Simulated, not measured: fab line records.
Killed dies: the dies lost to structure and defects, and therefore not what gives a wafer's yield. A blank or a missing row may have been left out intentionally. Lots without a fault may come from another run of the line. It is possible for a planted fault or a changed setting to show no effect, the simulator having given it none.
The same fault as seen by 2 desks	flow gf180mcu	each desk holds nothing but its own numbers, with what lay behind them at the end

METROLOGY DESK
Lot by lot, what the gauges showed, no matter which tool ran the lot: averages of those sampled wafers that carry a number. Marked OUT: a lot whose mean sits more than 4 standard deviations from the usual mean, which makes it out of limits; the brackets give that distance.
Columns: A = VT_IMPLANT_03_OVL at GF_VT_IMPLANT_OVL_MEAS_40, usual 0.6 nm; B = HV_LDD_TW at GF_HV_LDD_TW_MEAS_11, usual 2439; C = HV_LDD_RS at GF_HV_LDD_RS_MEAS_53, usual 418.7 ohm/sq
lot	first seen here	A	B	C
L516	day 7 16:24	1.0	2460	417.7
L517	day 7 21:28	-0.1	2454	418.4
L518	day 8 01:08	0.7	2451	420.2
L519	day 8 13:04	0.5	2481	418.7
L520	day 8 17:14	0.2	2451	419.6
L523	day 9 09:25	-0.2	2484	419.9
L524	day 9 18:22	-0.8	2487	417.4
L527	day 10 15:11	1.7	2364	406.5 (-10) OUT
L528	day 11 02:55	0.5	2461	407.3 (-9.5) OUT
L536	day 13 02:11	0.8	2470	417.2
L537	day 13 10:19	-1.1	2454	418.8
L538	day 13 13:11	1.5	2455	418.1
L539	day 14 01:59	0.7	2441	419.6
This desk reports L527, L528 out of limits; the earliest was L527 at day 16 04:22 (HV_LDD_RS at GF_HV_LDD_RS_MEAS_53). In limits: L516, L517, L518, L519, L520, L523, L524, L536, L537, L538, L539.

TOOL OWNER'S DESK, implanter-04
The tool's own readings at GF_HV_LDD_IMPLANT_33: means of the sampled wafers that have a number, for each lot that ran on this tool. Marked OUT: a lot whose mean sits more than 4 standard deviations from the usual mean, which makes it out of limits; the brackets give that distance.
Columns: A = beam energy keV at GF_HV_LDD_IMPLANT_33, usual 60.001; B = dose ions cm2 at GF_HV_LDD_IMPLANT_33, usual 7.501e+12
lot	first seen here	A	B
L517	day 11 22:06	59.992	7.494e+12
L524	day 14 06:02	59.998	7.500e+12
L527	day 15 05:44	68.883 (+99 or more) OUT	7.498e+12
L528	day 15 21:41	68.878 (+99 or more) OUT	7.504e+12
L539	day 19 02:15	59.994	7.506e+12
This desk finds L527, L528 out of limits, L527 being first, at day 15 05:44 (beam energy keV at GF_HV_LDD_IMPLANT_33). In limits: L517, L524, L539.

ALL TOGETHER
At day 15 05:44, on L527, L528, the tool owner's desk was in a position to raise an alarm.
An alarm was possible from the metrology desk at day 16 04:22, on L527, L528.
On implanter-04, each named lot ran GF_HV_LDD_IMPLANT_33.

WHAT THE SIMULATOR HAD PUT IN
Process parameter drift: implanter-04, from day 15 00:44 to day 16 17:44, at GF_HV_LDD_IMPLANT_33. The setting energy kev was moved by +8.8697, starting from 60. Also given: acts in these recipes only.
Lots struck among those shown: L527, L528.
Time in hours from fault onset to the first out-of-limits reading at each desk: tool owner's desk 5, metrology desk 28.
